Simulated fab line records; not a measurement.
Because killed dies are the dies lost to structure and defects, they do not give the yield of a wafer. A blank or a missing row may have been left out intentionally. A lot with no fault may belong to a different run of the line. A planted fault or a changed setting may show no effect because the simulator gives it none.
Commonality check across tools :: flow gf180mcu :: Lots sampled 12, wafers sampled 36

== WHY THIS WAS OPENED ==
GF_VT_IMPLANT_RS_MEAS_48, reading LVPWELL_RS: flagged on 2 of 12 lots. Wafers without a fault read 1194.3 ohm/sq, standard deviation 2.8.
Rule: a lot gets a flag if all its wafers with a number sit over 4 standard deviations from that mean, or if no wafer of it has a number. The rest of the lots are taken to be sound.

lot: L599
measured: day 7 14:52
on: film_metro-02
LVPWELL_RS (ohm/sq), wafer by wafer: 1186.8 1191.3 1193.5
flag: 

lot: L603
measured: day 8 15:40
on: film_metro-02
LVPWELL_RS (ohm/sq), wafer by wafer: 1197.8 1196.8 1196.0
flag: 

lot: L604
measured: day 9 00:44
on: film_metro-02
LVPWELL_RS (ohm/sq), wafer by wafer: 1193.9 1195.6 1197.2
flag: 

lot: L605
measured: day 9 08:41
on: film_metro-02
LVPWELL_RS (ohm/sq), wafer by wafer: 1199.9 1197.4 1199.8
flag: 

lot: L607
measured: day 9 21:05
on: film_metro-01
LVPWELL_RS (ohm/sq), wafer by wafer: 1189.9 1193.4 1190.6
flag: 

lot: L608
measured: day 10 07:32
on: film_metro-02
LVPWELL_RS (ohm/sq), wafer by wafer: 1196.9 1201.5 1198.7
flag: 

lot: L609
measured: day 10 11:09
on: film_metro-04
LVPWELL_RS (ohm/sq), wafer by wafer: 1192.9 1187.6 1192.8
flag: 

lot: L614
measured: day 11 18:11
on: film_metro-02
LVPWELL_RS (ohm/sq), wafer by wafer: 1189.1 1189.3 1194.0
flag: 

lot: L615
measured: day 12 02:11
on: film_metro-01
LVPWELL_RS (ohm/sq), wafer by wafer: 1123.7 1122.3 1126.3
flag: FLAGGED

lot: L616
measured: day 12 12:51
on: film_metro-02
LVPWELL_RS (ohm/sq), wafer by wafer: 1123.5 1123.7 1125.5
flag: FLAGGED

lot: L620
measured: day 13 13:47
on: film_metro-04
LVPWELL_RS (ohm/sq), wafer by wafer: 1196.5 1194.3 1195.4
flag: 

lot: L622
measured: day 14 08:17
on: film_metro-02
LVPWELL_RS (ohm/sq), wafer by wafer: 1191.9 1193.7 1195.0
flag: 
The mean of the flagged lots' numbers is 1124.2 ohm/sq, -70.1 ohm/sq from the usual (-25 standard deviations).

== WHICH TOOL EACH LOT WENT THROUGH ==
Before the reading, the record contains 2 process steps out of a 602-step route. Each cell gives the tool, then ch followed by the chambers the sampled wafers passed through, then the start.
lot: L599
flag: 
GF_LVPWELL_IMPLANT_08: implanter-01 ch 0, day 3 21:04
GF_VT_IMPLANT_STRIP_20: plasma_asher-02 ch 0,1, day 6 07:05

lot: L603
flag: 
GF_LVPWELL_IMPLANT_08: implanter-04 ch 0, day 4 18:31
GF_VT_IMPLANT_STRIP_20: plasma_asher-02 ch 0,1, day 7 06:37

lot: L604
flag: 
GF_LVPWELL_IMPLANT_08: implanter-03 ch 0, day 5 01:25
GF_VT_IMPLANT_STRIP_20: plasma_asher-02 ch 0,1, day 7 14:53

lot: L605
flag: 
GF_LVPWELL_IMPLANT_08: implanter-04 ch 0, day 5 06:29
GF_VT_IMPLANT_STRIP_20: plasma_asher-04 ch 0,1, day 7 21:31

lot: L607
flag: 
GF_LVPWELL_IMPLANT_08: implanter-01 ch 0, day 5 18:32
GF_VT_IMPLANT_STRIP_20: plasma_asher-03 ch 1, day 8 10:29

lot: L608
flag: 
GF_LVPWELL_IMPLANT_08: implanter-03 ch 0, day 6 03:05
GF_VT_IMPLANT_STRIP_20: plasma_asher-02 ch 0,1, day 8 19:11

lot: L609
flag: 
GF_LVPWELL_IMPLANT_08: implanter-04 ch 0, day 6 05:40
GF_VT_IMPLANT_STRIP_20: plasma_asher-02 ch 0,1, day 8 23:53

lot: L614
flag: 
GF_LVPWELL_IMPLANT_08: implanter-04 ch 0, day 7 08:40
GF_VT_IMPLANT_STRIP_20: plasma_asher-02 ch 0, day 10 04:17

lot: L615
flag: FLAGGED
GF_LVPWELL_IMPLANT_08: implanter-04 ch 0, day 7 15:10
GF_VT_IMPLANT_STRIP_20: plasma_asher-03 ch 0,1, day 10 12:29

lot: L616
flag: FLAGGED
GF_LVPWELL_IMPLANT_08: implanter-04 ch 0, day 7 20:17
GF_VT_IMPLANT_STRIP_20: plasma_asher-04 ch 0,1, day 10 18:11

lot: L620
flag: 
GF_LVPWELL_IMPLANT_08: implanter-01 ch 0, day 8 21:53
GF_VT_IMPLANT_STRIP_20: plasma_asher-02 ch 0,1, day 11 23:19

lot: L622
flag: 
GF_LVPWELL_IMPLANT_08: implanter-03 ch 0, day 9 08:17
GF_VT_IMPLANT_STRIP_20: plasma_asher-04 ch 0,1, day 12 15:33
What these steps do:
- GF_LVPWELL_IMPLANT_08
- GF_VT_IMPLANT_STRIP_20: strips in O2/N2.
- GF_VT_IMPLANT_RS_MEAS_48: measures by four-point-probe.

== FLAGGED AGAINST TOTAL, ONE TOOL AT A TIME (gauges that did the reading follow at the end) ==
step: GF_LVPWELL_IMPLANT_08
tool: implanter-01
lots run: 3
flagged: 0
share of the flagged lots: none
sound lots run after its first flagged lot: -

step: GF_LVPWELL_IMPLANT_08
tool: implanter-03
lots run: 3
flagged: 0
share of the flagged lots: none
sound lots run after its first flagged lot: -

step: GF_LVPWELL_IMPLANT_08
tool: implanter-04
lots run: 6
flagged: 2
share of the flagged lots: all
sound lots run after its first flagged lot: 0

step: GF_VT_IMPLANT_STRIP_20
tool: plasma_asher-02
lots run: 7
flagged: 0
share of the flagged lots: none
sound lots run after its first flagged lot: -

step: GF_VT_IMPLANT_STRIP_20
tool: plasma_asher-03
lots run: 2
flagged: 1
share of the flagged lots: some
sound lots run after its first flagged lot: 0

step: GF_VT_IMPLANT_STRIP_20
tool: plasma_asher-04
lots run: 3
flagged: 1
share of the flagged lots: some
sound lots run after its first flagged lot: 1 (L622)

step: GF_VT_IMPLANT_RS_MEAS_48
tool: film_metro-01
lots run: 2
flagged: 1
share of the flagged lots: some
sound lots run after its first flagged lot: 0

step: GF_VT_IMPLANT_RS_MEAS_48
tool: film_metro-02
lots run: 8
flagged: 1
share of the flagged lots: some
sound lots run after its first flagged lot: 1 (L622)

step: GF_VT_IMPLANT_RS_MEAS_48
tool: film_metro-04
lots run: 2
flagged: 0
share of the flagged lots: none
sound lots run after its first flagged lot: -

== THE TABLE: WHAT IT ALLOWS ==
1 row of the table ran every flagged lot: implanter-04 at GF_LVPWELL_IMPLANT_08.
- implanter-04 at GF_LVPWELL_IMPLANT_08: 2 of its 6 lots flagged. A fault beginning between L614 (day 7 08:40), its last sound lot, and L615 (day 7 15:10), its first flagged one, fits the data. Its own readings (dose_ions_cm2, faraday_current_uA) fall more than 4 standard deviations out on all wafers of the flagged lots.
Left over: one tool, implanter-04 at GF_LVPWELL_IMPLANT_08.

== WHAT THE SIMULATOR HAD INSERTED ==
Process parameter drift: implanter-04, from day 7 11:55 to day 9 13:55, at GF_LVPWELL_IMPLANT_08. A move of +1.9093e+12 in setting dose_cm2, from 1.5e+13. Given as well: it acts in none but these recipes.
Lots struck among those shown: L615, L616. The same result came from the rule above.
